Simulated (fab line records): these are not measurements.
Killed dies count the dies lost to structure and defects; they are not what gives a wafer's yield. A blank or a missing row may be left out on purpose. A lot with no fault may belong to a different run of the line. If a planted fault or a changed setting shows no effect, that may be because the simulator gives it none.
Struck lot and sound lot, side by side	flow sky130	43 out of 708 route steps
Sound: these wafers, L784.2, L784.3, L784.4. Wafers L772.1, L772.3, L772.6 were the ones struck. Last of all comes the cause.
Each step with rows lists, per side, the tool, then ch with its chambers, then its first start. Under that, the readings that differ: sound wafers	struck wafers	difference of the means	sigmas: that difference in standard deviations of wafers without a fault.
alike: words and numbers the same on both sides, and readings whose means are apart by under 2 such deviations; not compared: readings that were withheld, readings missing a value for some wafer, numbers with overlapping values and no deviation given by the record, and bounds like >300 which may hide the same value.
Wherever a step has rows on one side only, a row that says differs or no value, or a row with sigmas, the two part there. Numbers that have no deviation but don't overlap get no sigmas and don't part them. A reading that every wafer of one side lacks parts them only if that side has two wafers or more.

first, 4 steps without rows for these wafers: SKY_LDD_LDN_SOFTBAKE_03 (time 60 s); SKY_LDD_LDN_EXPOSE_04 (exposes mask LDNTM, target cd 700 nm); SKY_LDD_LDN_PEB_05; SKY_LDD_LDN_DEVELOP_06 (develop time 60 s).
SKY_LDD_LDN_OVL_MEAS_07:
  sound: overlay-01 at day 25 03:52; struck: overlay-01 at day 21 09:04
  alike: LDD_LDN_OVL
then, 4 steps without rows for these wafers: SKY_LDD_LDN_IMPLANT_08; SKY_LDD_LDN_IMPLANT_09; SKY_LDD_LDN_IMPLANT_10; SKY_LDD_LDN_IMPLANT_11.
SKY_LDD_LDN_STRIP_12: strips in O2/N2.
  sound on plasma asher-04 ch 0,1, day 25 04:29; struck on plasma asher-03 ch 0,1, day 21 09:41
  alike: drypump motor current A, o2 flow sccm, oes product au, strip time to endpoint s
  not compared: rf hours counter h
SKY_LDD_LDN_TW_MEAS_13:
  sound: film metro-03 at day 25 04:36; struck: film metro-04 at day 21 09:47
reading	sound	struck	difference	sigmas
LDD_LDN_TW	1500 1503 1502	1471 1469 1464	-34	-2
then, 1 step without rows for these wafers: SKY_LDD_LDN_CLEAN_14 (cleans in SC1/SC2, time 150 s).
SKY_SPACER_CVD_00: deposits Si3N4 from DCS/NH3, target thk 43.1 nm, time 740 s.
  sound on lpcvd-02 ch 0, day 25 04:42; struck on lpcvd-02 ch 0, day 21 09:55
  alike: spike tc bottom C, spike tc centre C, zone power lower pct
SKY_SPACER_THK_MEAS_01:
  sound: film metro-01 at day 25 05:55; struck: film metro-02 at day 21 11:07
reading	sound	struck	difference	sigmas
SPACER_CVD_00_THK (nm)	42.5 42.8 42.7	43.6 43.6 43.5	+0.9	+2
then, 9 steps without rows for these wafers: SKY_SPACER_ETCHBACK_02 (etches Si3N4 in CH3F/O2, stops on SiO2, time 46.7 s, target depth 45 nm); SKY_POLY_CUT_DEHYDRATE_00 (time 60 s); SKY_POLY_CUT_HMDS_01 (prime time 60 s); SKY_POLY_CUT_COAT_02 (resist thk 60 nm); SKY_POLY_CUT_COAT_03 (resist thk 450 nm); SKY_POLY_CUT_SOFTBAKE_04 (time 90 s); SKY_POLY_CUT_EXPOSE_05 (exposes mask NPCM, target cd 270 nm); SKY_POLY_CUT_PEB_06; SKY_POLY_CUT_DEVELOP_07 (develop time 60 s).
SKY_POLY_CUT_CD_MEAS_08 targets a cd of 270 nm.
  sound: cd sem-02 at day 26 10:22; struck: cd sem-02 at day 22 16:49
  alike: cd nm
SKY_POLY_CUT_OVL_MEAS_09:
  sound: overlay-02 at day 26 10:28; struck: overlay-01 at day 22 16:56
  alike: POLY_CUT_OVL
SKY_POLY_CUT_ETCH_10: etches BARC in N2/H2, stops on SiO2, time 45.9 s, target depth 60 nm.
  sound on rie diel-02 ch 0,1,2, day 26 10:29; struck on rie diel-04 ch 0,3, day 22 16:58
  alike: drypump motor current A, oes product au, rf fwd power W, throttle valve pct
  not compared: rf hours counter h
SKY_POLY_CUT_ETCH_11: etches Si3N4 in CF4/CH2F2/Ar, stops on poly-Si, time 42.5 s, target depth 60 nm.
  sound on rie diel-02 ch 0,1,2, day 26 10:32; struck on rie diel-04 ch 0,3, day 22 17:01
  alike: ch2f2 flow sccm, drypump motor current A, oes product au, rf fwd power W, throttle valve pct
  not compared: rf hours counter h
SKY_POLY_CUT_STRIP_12: strips in O2/N2.
  sound on plasma asher-01 ch 0,1, day 26 10:34; struck on plasma asher-03 ch 1, day 22 17:03
  alike: drypump motor current A, o2 flow sccm, oes product au, strip time to endpoint s
  not compared: rf hours counter h
then, 7 steps without rows for these wafers: SKY_SD_P_DEHYDRATE_00 (time 60 s); SKY_SD_P_HMDS_01 (prime time 60 s); SKY_SD_P_COAT_02 (resist thk 1140 nm); SKY_SD_P_SOFTBAKE_03 (time 60 s); SKY_SD_P_EXPOSE_04 (exposes mask PSDM, target cd 380 nm); SKY_SD_P_PEB_05; SKY_SD_P_DEVELOP_06 (develop time 60 s).
SKY_SD_P_CD_MEAS_07 targets a cd of 380 nm.
  sound: cd sem-01 at day 27 16:03; struck: cd sem-01 at day 23 22:13
  alike: cd nm
SKY_SD_P_OVL_MEAS_08:
  sound: overlay-01 at day 27 16:10; struck: overlay-02 at day 23 22:20
  alike: SD_P_OVL
following that, these wafers have no rows for 1 step: SKY_SD_P_IMPLANT_09.
SKY_SD_P_STRIP_10: strips in O2/N2.
  sound on plasma asher-04 ch 0,1, day 27 16:20; struck on plasma asher-04 ch 0,1, day 23 22:31
  alike: drypump motor current A, o2 flow sccm, oes product au, strip time to endpoint s
  not compared: rf hours counter h
SKY_SD_P_TW_MEAS_11:
  sound: film metro-02 at day 27 16:27; struck: film metro-04 at day 23 22:37
  alike: SD_P_TW
then, 2 steps without rows for these wafers: SKY_RES_XHIGH_DEHYDRATE_00 (time 60 s); SKY_RES_XHIGH_HMDS_01 (prime time 60 s).
-- here the record skips 21 days between the struck wafers' starts before and after, leaving off in module RES_XHIGH and picking up in module PAD_OPEN (first step shown: number 708 of the route) --
SKY_PAD_OPEN_PROBE_99:
  sound: prober-01 at day 47 09:31; struck: prober-01 at day 44 19:05
reading	sound	struck	difference	sigmas
killed at front end	17 19 20	46 42 47	+26	+6
killed dies	88 74 79	104 106 125	+31	+3
  alike: killed_at_M0_to_M3, killed_at_M4_up, killed at contacts, killed at other, killed open, killed short

== WHERE THEY PART ==
First at SKY_LDD_LDN_TW_MEAS_13; last, within this record, at SKY_PAD_OPEN_PROBE_99.

WHY: whatever the simulator had introduced
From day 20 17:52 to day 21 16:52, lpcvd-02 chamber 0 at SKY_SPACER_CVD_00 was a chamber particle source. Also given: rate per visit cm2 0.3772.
